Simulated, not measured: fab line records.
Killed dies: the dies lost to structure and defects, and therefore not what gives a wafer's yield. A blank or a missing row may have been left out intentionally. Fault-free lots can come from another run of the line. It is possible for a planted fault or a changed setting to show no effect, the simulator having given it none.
Which tool was responsible? || flow sky130 || 12 lots, 36 wafers sampled, at 2 steps of a route of 708

WHAT THE GAUGES SHOWED, per wafer
SKY_POLY_CUT_CD_MEAS_08: target cd 270 nm.
{"lot": "L431", "measured": "day 24 10:25", "on": "cdSem-02", "cdNm (nm)": "270.4 270.1 268.4"}
{"lot": "L432", "measured": "day 24 14:49", "on": "cdSem-01", "cdNm (nm)": "269.4 270.0 269.5"}
{"lot": "L433", "measured": "day 25 00:52", "on": "cdSem-02", "cdNm (nm)": "268.6 268.4 269.5"}
{"lot": "L435", "measured": "day 25 19:56", "on": "cdSem-01", "cdNm (nm)": "270.3 269.8 270.5"}
{"lot": "L437", "measured": "day 26 12:57", "on": "cdSem-01", "cdNm (nm)": "269.7 269.0 269.6"}
{"lot": "L436", "measured": "day 26 16:46", "on": "cdSem-02", "cdNm (nm)": "269.7 270.6 270.1"}
{"lot": "L439", "measured": "day 27 15:27", "on": "cdSem-02", "cdNm (nm)": "268.7 270.8 269.7"}
{"lot": "L440", "measured": "day 28 00:34", "on": "cdSem-01", "cdNm (nm)": "269.8 269.5 269.9"}
{"lot": "L442", "measured": "day 28 04:20", "on": "cdSem-01", "cdNm (nm)": "273.3 273.3 273.1"}
{"lot": "L447", "measured": "day 30 06:48", "on": "cdSem-01", "cdNm (nm)": "269.2 266.3 268.2"}
{"lot": "L450", "measured": "day 31 03:42", "on": "cdSem-02", "cdNm (nm)": "270.6 270.3 272.3"}
{"lot": "L454", "measured": "day 31 22:15", "on": "cdSem-02", "cdNm (nm)": "271.4 271.1 272.6"}

TOOL THAT RAN EACH LOT (tool first, then ch and the chambers of the sampled wafers, then the start)
{"lot": "L431", "SKY_POLY_GATE_ETCH_16": "rieDiel-03 ch 1,2, day 16 12:14"}
{"lot": "L432", "SKY_POLY_GATE_ETCH_16": "rieDiel-01 ch 0,1,3, day 16 19:38"}
{"lot": "L433", "SKY_POLY_GATE_ETCH_16": "rieDiel-02 ch 1,2, day 17 05:22"}
{"lot": "L435", "SKY_POLY_GATE_ETCH_16": "rieDiel-03 ch 1,3, day 18 01:13"}
{"lot": "L437", "SKY_POLY_GATE_ETCH_16": "rieDiel-01 ch 0,1,2, day 18 15:51"}
{"lot": "L436", "SKY_POLY_GATE_ETCH_16": "rieDiel-01 ch 0,1,2, day 18 19:19"}
{"lot": "L439", "SKY_POLY_GATE_ETCH_16": "rieDiel-01 ch 0,2, day 19 16:14"}
{"lot": "L440", "SKY_POLY_GATE_ETCH_16": "rieDiel-01 ch 2,3, day 20 06:36"}
{"lot": "L442", "SKY_POLY_GATE_ETCH_16": "rieDiel-03 ch 0,2,3, day 20 08:24"}
{"lot": "L447", "SKY_POLY_GATE_ETCH_16": "rieDiel-03 ch 0,3, day 22 17:50"}
{"lot": "L450", "SKY_POLY_GATE_ETCH_16": "rieDiel-03 ch 2,3, day 23 17:27"}
{"lot": "L454", "SKY_POLY_GATE_ETCH_16": "rieDiel-02 ch 1,2, day 24 16:20"}
- SKY_POLY_GATE_ETCH_16: etches Si3N4 in CH3F/O2, stops on poly-Si, time 147.5 s, target depth 75 nm.

WHAT THE TOOLS THEMSELVES READ (means of the sampled wafers that have a number; where no wafer has one, the mark that the record gives instead)
SKY_POLY_GATE_ETCH_16.
{"lot": "L431", "tool": "rieDiel-03", "biasW (W)": 80.18, "ch3fFlowSccm (sccm)": 39.86, "drypumpMotorCurrentA (A)": 5.8, "oesProductAu (a.u.)": 0.643, "throttleValvePct (%)": 10.533}
{"lot": "L432", "tool": "rieDiel-01", "biasW (W)": 80.01, "ch3fFlowSccm (sccm)": 39.84, "drypumpMotorCurrentA (A)": 5.8, "oesProductAu (a.u.)": 0.638, "throttleValvePct (%)": 10.532}
{"lot": "L433", "tool": "rieDiel-02", "biasW (W)": 79.63, "ch3fFlowSccm (sccm)": 39.98, "drypumpMotorCurrentA (A)": 5.8, "oesProductAu (a.u.)": 0.637, "throttleValvePct (%)": 10.541}
{"lot": "L435", "tool": "rieDiel-03", "biasW (W)": 80.10, "ch3fFlowSccm (sccm)": 39.97, "drypumpMotorCurrentA (A)": 5.7, "oesProductAu (a.u.)": 0.642, "throttleValvePct (%)": 10.539}
{"lot": "L437", "tool": "rieDiel-01", "biasW (W)": 79.92, "ch3fFlowSccm (sccm)": 39.99, "drypumpMotorCurrentA (A)": 5.7, "oesProductAu (a.u.)": 0.638, "throttleValvePct (%)": 10.529}
{"lot": "L436", "tool": "rieDiel-01", "biasW (W)": 80.35, "ch3fFlowSccm (sccm)": 39.85, "drypumpMotorCurrentA (A)": 5.7, "oesProductAu (a.u.)": 0.641, "throttleValvePct (%)": 10.534}
{"lot": "L439", "tool": "rieDiel-01", "biasW (W)": 79.94, "ch3fFlowSccm (sccm)": 40.01, "drypumpMotorCurrentA (A)": 5.7, "oesProductAu (a.u.)": 0.635, "throttleValvePct (%)": 10.534}
{"lot": "L440", "tool": "rieDiel-01", "biasW (W)": 79.88, "ch3fFlowSccm (sccm)": 39.98, "drypumpMotorCurrentA (A)": 5.7, "oesProductAu (a.u.)": 0.643, "throttleValvePct (%)": 10.534}
{"lot": "L442", "tool": "rieDiel-03", "biasW (W)": 79.86, "ch3fFlowSccm (sccm)": 40.14, "drypumpMotorCurrentA (A)": 5.8, "oesProductAu (a.u.)": 0.638, "throttleValvePct (%)": 10.526}
{"lot": "L447", "tool": "rieDiel-03", "biasW (W)": 80.09, "ch3fFlowSccm (sccm)": 39.98, "drypumpMotorCurrentA (A)": 5.7, "oesProductAu (a.u.)": 0.635, "throttleValvePct (%)": 10.536}
{"lot": "L450", "tool": "rieDiel-03", "biasW (W)": 79.85, "ch3fFlowSccm (sccm)": 40.01, "drypumpMotorCurrentA (A)": 5.9, "oesProductAu (a.u.)": 0.638, "throttleValvePct (%)": 10.527}
{"lot": "L454", "tool": "rieDiel-02", "biasW (W)": 79.96, "ch3fFlowSccm (sccm)": 40.12, "drypumpMotorCurrentA (A)": 5.7, "oesProductAu (a.u.)": 0.634, "throttleValvePct (%)": 10.531}

THE ANSWER, worked out from the rows above alone
Rule: the usual values come from the lots themselves. The widest of any qualifying gaps counts: lots, ordered by their means at a reading, are off when they make up no more than a third of the lots, leave a main group of 4 or more, and stand apart from it by 3 or more times the standard deviation of that group's means. The tables above print the reading to a certain number of digits; a main group whose means all agree to those digits is not used. A lot without any number at a reading at which 4 lots or more have one is off too. Where the step has rows for the other lots, those lots are counted as sound. The gauges are gone through in route order, then the tools' own readings, and for those a lot's mean is taken as printed above. At the first step where some lot is off, the reading lying furthest off is the one used; lots without a number count as furthest.
No lot is off on any of the readings shown, so nothing can be concluded from this.

WHAT HAD BEEN PUT IN BY THE SIMULATOR
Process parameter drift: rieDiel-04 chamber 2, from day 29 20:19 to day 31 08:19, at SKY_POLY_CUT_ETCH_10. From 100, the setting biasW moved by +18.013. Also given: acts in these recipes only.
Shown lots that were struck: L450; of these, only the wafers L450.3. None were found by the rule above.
